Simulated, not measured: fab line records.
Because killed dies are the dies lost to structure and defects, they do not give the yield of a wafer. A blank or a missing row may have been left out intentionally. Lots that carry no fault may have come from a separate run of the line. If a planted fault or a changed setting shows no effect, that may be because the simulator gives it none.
Code-filled problem report in 8D (eight disciplines) form    flow gf180mcu    the parts of the form that need people (team, actions taken, sign-off) are left out

== 1. PROBLEM STATEMENT ==
At GF_DNWELL_STRIP_08, strip time to endpoint s averages 47.65 s over 9 wafers from 3 lots, while fault-free wafers read 36.94 s, standard deviation 0.11. Measured from the usual mean, that is +97 standard deviations.
The step: strips in O2/N2.
Seen first at day 5 05:46 on plasma asher-02, wafer L441.1. Wafers with a number at this step in the record: 39, from 13 lots. By rule, "out" or "out of limits" means more than 4 standard deviations away from the usual mean. The other wafers with a number count as sound.

== 2. WHAT IT IS, WHAT IT ISN'T ==
question                     is                                                       is not
which readings at this step  strip time to endpoint s, oes product au, platen temp c  drypump motor current A
which lots                   L441, L442, L443                                         L431, L432, L437, L440, L444, L445, L446, L447, L448, L452
which wafers of those lots   all that have a number                                   -
read on which tools          plasma asher-02                                          plasma asher-03, plasma asher-04
when                         from day 5 05:46                                         up to then (12 sound wafers); but 18 sound wafers of L444, L445, L446, L447, L448, L452 came after

== 3. SUSPECTS, AND WHAT RULES EACH OUT ==
Counting: any tool at a process step up to the reading is kept as a suspect provided that every lot that is out went through it and no sound lot did after the first of them.
- plasma asher-02 at GF_DNWELL_STRIP_08 (strips in O2/N2): kept. It processed each lot that is out, first L441 at day 5 05:46, and no sound lot thereafter; up to then, the last sound lot it processed was L440 at day 4 23:16. Its own oes product au, platen temp c, strip time to endpoint s readings are out on those wafers.
Left after counting: plasma asher-02 at GF_DNWELL_STRIP_08.

== 4. THE CAUSE (what the simulator had put in) ==
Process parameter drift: plasma asher-02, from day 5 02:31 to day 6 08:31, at GF_DNWELL_STRIP_08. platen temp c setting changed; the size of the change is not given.
Only this tool survived the counting.

== 5. THE CHAIN OF EFFECTS, in route order ==
Rows list readings where the struck wafers' mean (over those with a number) sits beyond 3 standard deviations from the usual. Readings are gone through only where the record gives a usual standard deviation; hours: the median, over the lots, of the time from a lot's start at the first step in this table giving one to that lot's start at this step; sigmas: the change measured in usual standard deviations.
hours  step                reading                   usual       on struck wafers  change  sigmas
0      GF_DNWELL_STRIP_08  oes product au            0.723 a.u.  0.613             -0.110  -26
0      GF_DNWELL_STRIP_08  platen temp c             250.02 C    236.77            -13.25  -78
0      GF_DNWELL_STRIP_08  strip time to endpoint s  36.94 s     47.65             +10.71  +97
Process steps it contains:
- GF_DNWELL_STRIP_08: strips in O2/N2.

== 6. HOW IT WOULD HAVE BEEN CAUGHT EARLIER ==
3 hours passed between the start of the fault at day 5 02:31 and the first reading out of limits in this record, taken at day 5 05:46.
